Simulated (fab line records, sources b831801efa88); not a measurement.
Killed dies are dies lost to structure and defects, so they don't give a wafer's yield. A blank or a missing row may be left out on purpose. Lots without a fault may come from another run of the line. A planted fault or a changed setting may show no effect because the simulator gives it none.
Problem report in the 8D (eight disciplines) form, filled by code | flow sky130 | the parts of the form that need people (team, actions taken, sign-off) are left out

1. THE PROBLEM
strip_time_to_endpoint_s at SKY_METAL3_STRIP_19 reads a mean of 7.77 s on 3 wafers of 2 lots; wafers without a fault read 6.53 s with a standard deviation of 0.078. That is +16 standard deviations from the usual mean.
The step: strips in O2/N2.
First seen on wafer L523.6, day 43 19:53, on plasma_asher-03. The record holds 33 wafers of 11 lots with a number at this step. Rule for "out", or "out of limits": more than 4 standard deviations from the usual mean. The other wafers with a number count as sound.

2. WHAT IT IS AND WHAT IT IS NOT
question                    | is                                       | is not
which readings at this step | strip_time_to_endpoint_s, oes_product_au | drypump_motor_current_A
which lots                  | L523, L525                               | L506, L508, L509, L511, L512, L513, L515, L527, L528
which wafers of those lots  | L523.6, L525.1, L525.4                   | L523.1, L523.4, L525.6
read on which tools         | plasma_asher-02, plasma_asher-03         | plasma_asher-04
when                        | from day 43 19:53                        | up to then (23 sound wafers); but 7 sound wafers of L525, L527, L528 came after

3. SUSPECTS, AND WHAT RULES EACH OUT
Counting: a tool at a process step up to the reading stays a suspect if it ran every lot that is out. Sound lots after the first of them don't rule it out here, since some wafers of a struck lot are sound.
- rie_diel-03 at SKY_POLY_CUT_ETCH_10 (etches BARC in N2/H2, stops on SiO2, time 45.9 s, target depth 60 nm): kept. It ran every lot that is out, first L523 (day 30 12:31); its last sound lot up to then is L513 (day 26 21:04).
- rie_metal-02 at SKY_METAL3_METAL_ETCH_18 (etches the open film in Cl2/BCl3, stops on SiO2, target depth 845 nm, time 183.1 s): kept. It ran every lot that is out, first L523 (day 43 19:43); its last sound lot up to then is L513 (day 40 19:41).
- Within rie_metal-02 at SKY_METAL3_METAL_ETCH_18: the wafers that are out ran in chamber 1; their sound lot-mates ran in chamber 0.
Left after counting: rie_diel-03 at SKY_POLY_CUT_ETCH_10, rie_metal-02 at SKY_METAL3_METAL_ETCH_18.

4. THE CAUSE (what the simulator had put in)
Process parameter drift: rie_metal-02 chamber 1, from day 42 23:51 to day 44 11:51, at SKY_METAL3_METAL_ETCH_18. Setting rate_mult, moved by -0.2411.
Counting left 2 suspects, and this tool is among them.

5. THE CHAIN OF EFFECTS, in route order
Each row: a reading whose mean over the struck wafers that have a number lies more than 3 standard deviations from the usual. Only readings for which the record gives a usual standard deviation are gone through. hours: the time from each lot's start at the first step in this table that gives one to its start at this step, as a median over the lots. sigmas: the change in usual standard deviations.
hours | step                  | reading                  | usual      | on struck wafers | change | sigmas
0     | SKY_METAL3_STRIP_19   | oes_product_au           | 0.503 a.u. | 0.552            | +0.049 | +8.8
0     | SKY_METAL3_STRIP_19   | strip_time_to_endpoint_s | 6.53 s     | 7.77             | +1.24  | +16
149   | SKY_PAD_OPEN_PROBE_99 | defect_limited_yield     | 81.9 %     | 18.8             | -63.1  | -33
149   | SKY_PAD_OPEN_PROBE_99 | killed_at_M0_to_M3       | 45         | 355              | +310   | +43
149   | SKY_PAD_OPEN_PROBE_99 | killed_dies              | 89         | 399              | +310   | +33
149   | SKY_PAD_OPEN_PROBE_99 | killed_on_rim            | 17         | 61               | +44    | +12
149   | SKY_PAD_OPEN_PROBE_99 | sort_bin_5_function      | 10.7 %     | 73.6             | +62.9  | +42
149   | SKY_PAD_OPEN_PROBE_99 | sort_n_pass              | 403        | 93               | -310   | -33
149   | SKY_PAD_OPEN_PROBE_99 | sort_yield_pct           | 81.9 %     | 18.8             | -63.1  | -33
The process steps in it:
- SKY_METAL3_STRIP_19: strips in O2/N2.
- SKY_PAD_OPEN_PROBE_99

6. WHAT WOULD HAVE CAUGHT IT SOONER
In this record the first reading out of limits was taken at day 43 19:53, 20 hours after the fault began at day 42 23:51.
Of the tool readings at SKY_METAL3_METAL_ETCH_18 for which the record gives a usual standard deviation, none was out on any struck wafer, so an alarm limit of 4 standard deviations on them would not have fired.
Of the lots that are out (2), L525 began SKY_METAL3_METAL_ETCH_18 on rie_metal-02 after day 43 19:53. A hold on the tool at that time would have spared it.
